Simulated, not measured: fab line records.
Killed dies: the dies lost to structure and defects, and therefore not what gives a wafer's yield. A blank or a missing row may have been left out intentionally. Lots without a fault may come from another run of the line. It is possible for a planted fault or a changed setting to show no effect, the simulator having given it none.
One fault through the eyes of 2 desks ; flow gf180mcu ; every desk sees just its own numbers, and what lay behind them comes last

FROM THE METROLOGY DESK
Means of the sampled wafers that have a number, per lot and without regard to the tool the lot ran on: this is what the gauges read. Marked OUT: a lot whose mean sits more than 4 standard deviations from the usual mean, which makes it out of limits; the brackets give that distance.
Columns: A = cd nm at GF_SAB_CD_MEAS_09, usual 420.0 nm; B = CONTACT_CVD_00_THK at GF_CONTACT_THK_MEAS_01, usual 300.6 nm
lot;first seen here;A;B
L705;day 15 10:10;418.9;300.0
L706;day 15 12:06;418.5;299.0
L708;day 16 11:05;420.2;299.1
L707;day 16 11:22;419.8;302.1
L709;day 16 13:39;422.5;302.6
L712;day 17 18:44;423.6;301.8
L713;day 18 01:06;427.2;303.1
L717;day 19 08:00;417.6;299.5
L719;day 20 06:31;419.8;300.5
L723;day 21 16:19;422.0;301.0
L724;day 21 21:18;419.3;302.9
L725;day 22 07:46;418.2;304.9
L726;day 22 17:28;418.8;301.8
L728;day 23 07:33;419.1;303.9
Finding of this desk: none of the 14 lots has anything out of limits.

FOR THE TOOL OWNER'S DESK: litho track-04
The tool's own readings at GF_SAB_DEVELOP_08 (develop time 60 s): means of the sampled wafers that have a number, for each lot that ran on this tool. Marked OUT: a lot whose mean sits more than 4 standard deviations from the usual mean, which makes it out of limits; the brackets give that distance.
Columns: A = chill plate temp C at GF_SAB_DEVELOP_08, usual 23.00 C; B = developer temp C at GF_SAB_DEVELOP_08, usual 22.98 C
lot;first seen here;A;B
L705;day 15 10:02;22.93;23.04
L706;day 15 11:58;22.97;23.01
L709;day 16 13:31;23.02;22.96
L712;day 17 18:35;23.12;23.95 (+8.8) OUT
L713;day 18 00:58;22.95;23.98 (+9.1) OUT
L724;day 21 21:09;23.01;22.97
L725;day 22 07:38;22.88;23.02
L728;day 23 07:24;23.09;22.83
This desk's finding: out of limits on L712, L713; first on L712, day 17 18:35 (developer temp C at GF_SAB_DEVELOP_08). L705, L706, L709, L724, L725, L728: within limits.

BROUGHT TOGETHER
On L712, L713, at day 17 18:35, an alarm was possible from the tool owner's desk.
From the metrology desk's view, nothing was out of limits.
The metrology desk holds a record of L712, L713, inside its limits.
Of the lots named, all ran GF_SAB_DEVELOP_08 on litho track-04.

WHAT THE SIMULATOR HAD PUT IN
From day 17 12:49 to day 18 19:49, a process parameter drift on litho track-04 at GF_SAB_DEVELOP_08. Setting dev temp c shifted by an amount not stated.
Shown lots that were struck: L712, L713.
Each desk's first reading out of limits, in hours after the fault started: the tool owner's desk, 6.
